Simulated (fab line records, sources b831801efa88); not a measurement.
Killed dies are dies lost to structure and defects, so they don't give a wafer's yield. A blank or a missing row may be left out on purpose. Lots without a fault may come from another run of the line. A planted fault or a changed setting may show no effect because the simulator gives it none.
Chamber matching | flow sky130 | SKY_LI_CONTACT_ETCH_15 on rie_diel-01: 4 sister chambers
The step etches PSG in C4F8/O2/Ar, stops on Si, target depth 600 nm. 8 wafers are shown with their chamber, then 6 later ones without.

WAFERS WITH THEIR CHAMBER
wafer  | chamber | oes_product_au (a.u.) | rf_fwd_power_W (W)
L721.5 | 0       | 0.838                 | 1495
L725.5 | 3       | 0.834                 | 1493
L727.1 | 2       | 0.837                 | 1489
L727.4 | 3       | 0.840                 | 1488
L728.2 | 2       | 0.835                 | 1493
L728.3 | 0       | 0.834                 | 1490
L731.3 | 1       | 0.831                 | 1485
L731.4 | 1       | 0.837                 | 1496

WAFERS WITHOUT THEIR CHAMBER
wafer  | oes_product_au (a.u.) | rf_fwd_power_W (W)
L731.5 | 0.833                 | 1491
L732.4 | 0.838                 | 1493
L732.6 | 0.837                 | 1495
L739.1 | 0.835                 | 1489
L739.3 | 0.841                 | 1490
L739.5 | 0.834                 | 1502

WHICH CHAMBER EACH WENT THROUGH
wafer  | from the rows above               | in truth
L731.5 | can't be placed: 1 or 2 or 0 or 3 | 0
L732.4 | can't be placed: 3 or 0 or 2 or 1 | 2
L732.6 | can't be placed: 0 or 2 or 3 or 1 | 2
L739.1 | can't be placed: 1 or 2 or 3 or 0 | 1
L739.3 | can't be placed: 3 or 2 or 0 or 1 | 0
L739.5 | can't be placed: 0 or 2 or 1 or 3 | 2
Placed correctly: 0 of 6. Can't be placed from these rows: 6 (the true chamber is among the candidates in 6). Placed wrongly: 0.
How it was worked out, from the rows above alone: a wafer's distance from a chamber is the root of the sum, over the readings, of the square of ((its reading less the chamber's mean) divided by the reading's scatter). The wafer belongs to the nearest chamber; if the next one is less than 2 further off, it can't be placed. A chamber's mean is the mean of its shown wafers. The scatter: the root of (the sum of the squares of (reading less its chamber's mean) over the shown wafers, divided by (wafers less chambers)).
